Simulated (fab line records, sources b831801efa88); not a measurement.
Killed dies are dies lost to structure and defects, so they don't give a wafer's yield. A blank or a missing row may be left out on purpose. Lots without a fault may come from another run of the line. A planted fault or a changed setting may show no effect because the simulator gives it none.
A struck lot beside a sound one | flow sky130 | 36 steps out of a route of 708
Sound: wafers L300.2, L300.3, L300.5. Struck: wafers L307.4, L307.5, L307.6. The cause comes at the end.
At each step with rows: each side's tool, then ch and its chambers, then its first start. Under that, the readings that differ: sound wafers | struck wafers | difference of the means | sigmas: that difference in standard deviations of wafers without a fault.
alike: readings whose means differ by less than 2 such deviations, and words and numbers that are the same on both sides. not compared: withheld readings, readings that some wafer has no value for, bounds like >300 that may hide the same value, and numbers for which the record gives no deviation and whose values overlap.
The two part at a step that has a row with sigmas, a row that says differs or no value, or rows on one side only. Numbers that don't overlap but have no deviation are shown without sigmas and don't part them. A reading that every wafer of one side lacks parts them only if that side has two wafers or more.

first, 10 steps without rows for these wafers: SKY_GATE_OXIDE_COAT_05 (resist thk 1140 nm); SKY_GATE_OXIDE_SOFTBAKE_06 (time 60 s); SKY_GATE_OXIDE_EXPOSE_07 (exposes mask LVOM, target cd 600 nm); SKY_GATE_OXIDE_PEB_08; SKY_GATE_OXIDE_DEVELOP_09 (develop time 60 s); SKY_GATE_OXIDE_IMPLANT_11; SKY_GATE_OXIDE_WET_ETCH_12 (etches SiO2 in dHF, target depth 16.8 nm, time 336 s); SKY_GATE_OXIDE_STRIP_13 (strips in O2/N2); SKY_GATE_OXIDE_CLEAN_15 (cleans in SC1/SC2, time 150 s); SKY_GATE_OXIDE_OXIDATION_16 (stabilise 600 s, purge 300 s, target thk 3.57 nm).
SKY_POLY_GATE_CVD_00: deposits poly-Si, target thk 180 nm, time 720 s.
  sound on lpcvd-01 ch 1, day 15 12:22; struck on lpcvd-01 ch 1, day 18 00:13
  reading                                       | sound                | struck               | difference | sigmas
  spike_tc_bottom_C (C)                         | 638.8 639.1 637.9    | 627.8 629.9 629.4    | -9.6       | -4
  spike_tc_centre_C (C)                         | 621.2 620.7 620.7    | 611.6 611.4 610.4    | -9.7       | -8
  spike_tc_lower_C (C)                          | 620.6 621.7 622.7    | 610.3 612.4 610.7    | -10.5      | -10
  spike_tc_top_C (C)                            | 636.8 636.0 637.0    | 627.3 625.9 626.6    | -10.0      | -4
  spike_tc_upper_C (C)                          | 618.5 619.7 620.2    | 610.6 609.9 609.3    | -9.5       | -8
  susceptor_temp_C (C)                          | 620.15 619.90 619.91 | 609.60 609.43 609.67 | -10.42     | -36
  model.poly-Si_of_POLY_GATE_CVD_00.thk_nm (nm) | 182.6 181.5 180.8    | 143.7 144.2 143.5    | -37.8      |
SKY_POLY_GATE_THK_MEAS_01:
  sound on film_metro-02, day 15 13:35; struck on film_metro-03, day 18 01:26
  reading                   | sound             | struck            | difference | sigmas
  POLY_GATE_CVD_00_THK (nm) | 182.5 181.5 180.8 | 143.7 144.2 143.5 | -37.8      | -29
then, 9 steps without rows for these wafers: SKY_RES_PROTECT_DEHYDRATE_00 (time 60 s); SKY_RES_PROTECT_HMDS_01 (prime time 60 s); SKY_RES_PROTECT_COAT_02 (resist thk 1140 nm); SKY_RES_PROTECT_SOFTBAKE_03 (time 60 s); SKY_RES_PROTECT_EXPOSE_04 (exposes mask RPM, target cd 1270 nm); SKY_RES_PROTECT_PEB_05; SKY_RES_PROTECT_DEVELOP_06 (develop time 60 s); SKY_POLY_GATE_IMPLANT_02; SKY_RES_PROTECT_STRIP_07 (strips in O2/N2).
SKY_RES_PROTECT_CLEAN_09: cleans in SC1/SC2, time 150 s.
  sound on wet_bench-03 ch 2, day 16 17:33; struck on wet_bench-01 ch 0, day 19 07:12
  reading                                       | sound           | struck          | difference | sigmas
  model.poly-Si_of_POLY_GATE_CVD_00.thk_nm (nm) | 182 180.9 180.2 | 143 143.6 142.9 | -38        |
  alike: bath_guard_temp_C
then, 11 steps without rows for these wafers: SKY_POLY_GATE_CVD_03 (deposits Si3N4 from DCS/NH3, target thk 75 nm, time 1290 s); SKY_POLY_GATE_DEHYDRATE_05 (time 60 s); SKY_POLY_GATE_HMDS_06 (prime time 60 s); SKY_POLY_GATE_COAT_07 (resist thk 110 nm); SKY_POLY_GATE_COAT_08 (resist thk 450 nm); SKY_POLY_GATE_SOFTBAKE_09 (time 90 s); SKY_POLY_GATE_EXPOSE_10 (exposes mask P1M, target cd 150 nm); SKY_POLY_GATE_PEB_11; SKY_POLY_GATE_DEVELOP_12 (develop time 60 s); SKY_POLY_GATE_ETCH_15 (etches BARC in N2/H2, stops on SiO2, time 118.5 s, target depth 110 nm); SKY_POLY_GATE_ETCH_16 (etches Si3N4 in CH3F/O2, stops on poly-Si, time 147.5 s, target depth 75 nm).
SKY_POLY_GATE_ETCH_17: etches poly-Si in HBr/Cl2, stops on SiO2, target depth 180 nm, time 70.5 s.
  sound on rie_si-02 ch 0,1,3, day 17 23:15; struck on rie_si-02 ch 1,2, day 20 16:48
  reading                               | sound             | struck            | difference | sigmas
  oes_product_au (a.u.)                 | 0.994 0.996 0.991 | 0.848 0.850 0.850 | -0.144     | -22
  model.etch.depth_nm (nm)              | 182 180.9 180.2   | 143 143.6 142.9   | -38        |
  model.POLY_GATE.feature_depth_nm (nm) | 182 180.9 180.2   | 143 143.6 142.9   | -38        |
  alike: drypump_motor_current_A, he_backside_leak_sccm, mfc_cl2_sccm, throttle_valve_pct
  not compared: rf_hours_counter_h
then, 1 step without rows for these wafers: SKY_POLY_GATE_STRIP_18 (strips in O2/N2).
-- the record jumps here: 28 days lie between the struck wafers' starts before and after (it left off in module POLY_GATE and takes up again in module PAD_OPEN, whose first step shown is number 708 of the route) --
SKY_PAD_OPEN_PROBE_99:
  sound on prober-01, day 47 02:29; struck on prober-02, day 48 18:07
  reading                             | sound             | struck            | difference | sigmas
  model.etest.res_high_po.line_ohm_um | 714.9 729.2 731.8 | 905.1 886.8 899.9 | +172.0     |
  model.etest.res_poly.line_ohm_um    | 499.3 490.4 505.6 | 640.6 635.9 642.3 | +141.2     |
  model.etest.res_high_po.rs_ohm_sq   | 251.1 262.8 259.5 | 314.7 312.4 313.4 | +55.7      |
  model.etest.res_poly.rs_ohm_sq      | 47.22 48.63 48.34 | 59.97 59.39 59.86 | +11.68     |
  model.etest.cap_li_to_poly.c_af_um2 | 100.5 100.3 100.4 | 90.67 90.36 90.89 | -9.76      |
  alike: killed_at_M0_to_M3, killed_at_M4_up, killed_at_contacts, killed_at_front_end, killed_at_other, killed_dies, killed_open, killed_short
  not compared: model.etest.tip_sonos.rs_ohm_sq

WHERE THEY PART
First at SKY_POLY_GATE_CVD_00; last, within this record, at SKY_POLY_GATE_ETCH_17. Later steps at which nothing parts them and some readings are alike: SKY_PAD_OPEN_PROBE_99.

WHY: what the simulator had put in
Process parameter drift: lpcvd-01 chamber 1, from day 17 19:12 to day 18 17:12, at SKY_POLY_GATE_CVD_00. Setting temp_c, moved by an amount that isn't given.
